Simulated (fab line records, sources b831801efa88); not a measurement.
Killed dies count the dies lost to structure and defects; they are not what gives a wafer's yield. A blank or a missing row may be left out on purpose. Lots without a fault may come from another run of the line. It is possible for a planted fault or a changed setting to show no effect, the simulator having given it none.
Matching of chambers    flow gf180mcu    GF_POLY_GATE_ETCH_13 on rieSi-02 has 4 sister chambers
The step etches poly-Si in HBr/Cl2, stops on SiO2, target depth 198.5 nm, time 69.6 s. 14 wafers are shown with their chamber, then 7 later ones without.

WAFERS PAIRED WITH THEIR CHAMBERS
wafer   chamber  drypumpMotorCurrentA (A)  oesProductAu (a.u.)  throttleValvePct (%)
L906.2  0        5.3                       0.981                33.678
L906.3  2        5.7                       0.989                33.682
L906.5  1        6.6                       0.977                33.689
L907.1  3        6.0                       0.965                33.685
L907.3  1        6.6                       0.981                33.697
L907.5  2        5.7                       0.973                33.681
L909.2  3        6.0                       0.965                33.685
L909.3  1        6.7                       0.993                33.687
L909.5  1        6.6                       0.992                33.694
L910.1  1        6.7                       0.991                33.684
L910.2  0        5.3                       0.984                33.693
L910.4  2        5.7                       0.981                33.697
L915.1  0        5.3                       0.993                33.666
L915.4  2        5.7                       0.982                33.695

SIGNATURES, as means of the wafers listed above
reading               chamber 0  chamber 1  chamber 2  chamber 3  scatter within a chamber
drypumpMotorCurrentA  5.300      6.640      5.700      6.000      0.0346
oesProductAu          0.98600    0.98680    0.98125    0.96500    0.00648
throttleValvePct      33.67900   33.69020   33.68875   33.68500   0.0083
Rule: for each reading, subtract the chamber's mean from the wafer's reading, divide by that reading's scatter and square the result; add these up over the readings and take the root, which gives the wafer's distance from the chamber. If the next closest chamber is less than 2 further off than the closest, the wafer can't be placed; otherwise it belongs to the closest. The scatter: the root of (the sum of the squares of (reading less its chamber's mean) over the shown wafers, divided by (wafers less chambers)).

WAFERS WITHOUT THEIR CHAMBER
wafer   drypumpMotorCurrentA (A)  oesProductAu (a.u.)  throttleValvePct (%)
L915.6  5.7                       0.988                33.688
L919.1  5.3                       1.004                33.652
L919.2  6.7                       0.990                33.681
L919.4  6.0                       0.962                33.685
L927.3  6.7                       0.978                33.685
L927.4  5.7                       0.976                33.688
L927.5  5.3                       0.991                33.683

WHICH CHAMBER EACH WENT THROUGH
wafer   from the rows above  in truth
L915.6  2                    2
L919.1  0                    0
L919.2  1                    1
L919.4  3                    3
L927.3  1                    1
L927.4  2                    2
L927.5  0                    0
Placed correctly: 7 of 7. Number that these rows cannot place: 0. Wrongly placed: 0.
